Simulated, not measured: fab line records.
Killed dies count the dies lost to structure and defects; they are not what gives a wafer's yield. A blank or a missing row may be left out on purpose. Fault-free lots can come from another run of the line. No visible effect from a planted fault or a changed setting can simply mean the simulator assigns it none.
Which of the tools did it?	flow sky130	6 lots with 18 wafers sampled at 3 steps, on a route of 708 steps

== WHAT THE GAUGES READ, wafer by wafer ==
SKY_LOCAL_INTERCONNECT_CD_MEAS_11 targets a cd of 170 nm.
lot	measured	on	cd nm (nm)
L506	day 31 00:01	cd sem-02	169.7 169.7 171.5
L509	day 32 10:56	cd sem-01	168.9 167.7 167.9
L512	day 33 13:31	cd sem-02	170.1 169.9 171.3
L519	day 36 00:30	cd sem-02	168.5 168.9 168.8
L523	day 37 05:27	cd sem-02	170.0 170.5 170.8
L525	day 37 23:58	cd sem-01	168.3 168.4 168.1

== WHAT TOOL EACH LOT RAN ON (gives the tool, then ch and the chambers of the sampled wafers, and finally the start) ==
lot	SKY_LDD_N_IMPLANT_11	SKY_LI_CONTACT_SPUTTER_20
L506	implanter-02 ch 0, day 18 12:50	pvd sputter-01, day 29 20:05
L509	implanter-03 ch 0, day 20 09:34	pvd sputter-01, day 31 07:55
L512	implanter-03 ch 0, day 21 11:55	pvd sputter-03, day 32 10:44
L519	implanter-01 ch 0, day 24 00:42	pvd sputter-03, day 34 21:41
L523	implanter-01 ch 0, day 25 16:15	pvd sputter-03, day 36 02:14
L525	implanter-03 ch 0, day 26 10:49	pvd sputter-01, day 36 20:56
- SKY_LDD_N_IMPLANT_11
- SKY_LI_CONTACT_SPUTTER_20: material TiN, target thk 20 nm, time 80 s.

== THE ANSWER, worked out from the rows above alone ==
Rule: the usual values come from the lots themselves. The widest of any qualifying gaps counts: lots, ordered by their means at a reading, are off when they make up no more than a third of the lots, leave a main group of 4 or more, and stand apart from it by 3 or more times the standard deviation of that group's means. Not used: any main group whose means are identical at the precision the tables above print for the reading. A lot without any number at a reading at which 4 lots or more have one is off too. All remaining lots with rows at the step are treated as sound.
No lot is off on any of the readings shown, so nothing can be concluded from this.

== WHAT HAD BEEN PUT IN BY THE SIMULATOR ==
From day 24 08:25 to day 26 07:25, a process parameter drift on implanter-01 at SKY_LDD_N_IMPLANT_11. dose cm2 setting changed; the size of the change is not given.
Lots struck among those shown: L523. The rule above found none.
